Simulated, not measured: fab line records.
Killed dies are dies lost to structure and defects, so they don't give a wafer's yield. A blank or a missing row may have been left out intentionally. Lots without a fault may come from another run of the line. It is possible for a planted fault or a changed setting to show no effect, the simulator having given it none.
Chamber matching | flow gf180mcu | 4 sister chambers for GF_V3_CMP_04 on cmp-02
The step polishes SiO2. 8 wafers are shown with their chamber, then 12 later ones without.

## WAFERS WITH THEIR CHAMBER
wafer  | chamber | motor current A (A) | time to endpoint s (s)
L083.3 | 0       | 11.5                | 79
L084.1 | 1       | 13.0                | 80
L085.1 | 3       | 11.2                | 75
L085.5 | 2       | 12.2                | 82
L085.6 | 1       | 13.3                | 80
L089.2 | 3       | 11.7                | 69
L089.4 | 0       | 11.8                | 85
L089.5 | 2       | 12.1                | 84

## WAFERS MISSING THEIR CHAMBER
wafer  | motor current A (A) | time to endpoint s (s)
L091.1 | 12.5                | 77
L091.4 | 12.1                | 88
L091.5 | 11.2                | 79
L092.4 | 12.9                | 74
L092.5 | 12.6                | 86
L092.6 | 12.2                | 86
L094.4 | 12.2                | 84
L094.5 | 11.3                | 83
L094.6 | 11.4                | 84
L096.1 | 11.3                | 76
L096.3 | 11.7                | 80
L096.4 | 11.8                | 81

## EACH ONE'S CHAMBER
wafer  | from the rows above          | in truth
L091.1 | can't be placed: 2 or 1 or 0 | 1
L091.4 | can't be placed: 2 or 0      | 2
L091.5 | can't be placed: 0 or 3      | 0
L092.4 | 1                            | 1
L092.5 | can't be placed: 2 or 1      | 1
L092.6 | can't be placed: 2 or 0      | 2
L094.4 | 2                            | 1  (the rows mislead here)
L094.5 | 0                            | 0
L094.6 | can't be placed: 0 or 2      | 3
L096.1 | can't be placed: 3 or 0      | 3
L096.3 | can't be placed: 0 or 2      | 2
L096.4 | can't be placed: 0 or 2      | 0
2 of 12 placed correctly. Can't be placed from these rows: 9 (the true chamber is among the candidates in 8). Wrongly placed: 1.
How it was worked out, from the rows above alone: a wafer's distance from a chamber is the root of the sum, over the readings, of the square of ((its reading less the chamber's mean) divided by the reading's scatter). If the next closest chamber is less than 2 further off than the closest, the wafer can't be placed; otherwise it belongs to the closest. The mean given for a chamber averages the wafers shown for that chamber. The scatter: the root of (the sum of the squares of (reading less its chamber's mean) over the shown wafers, divided by (wafers less chambers)).
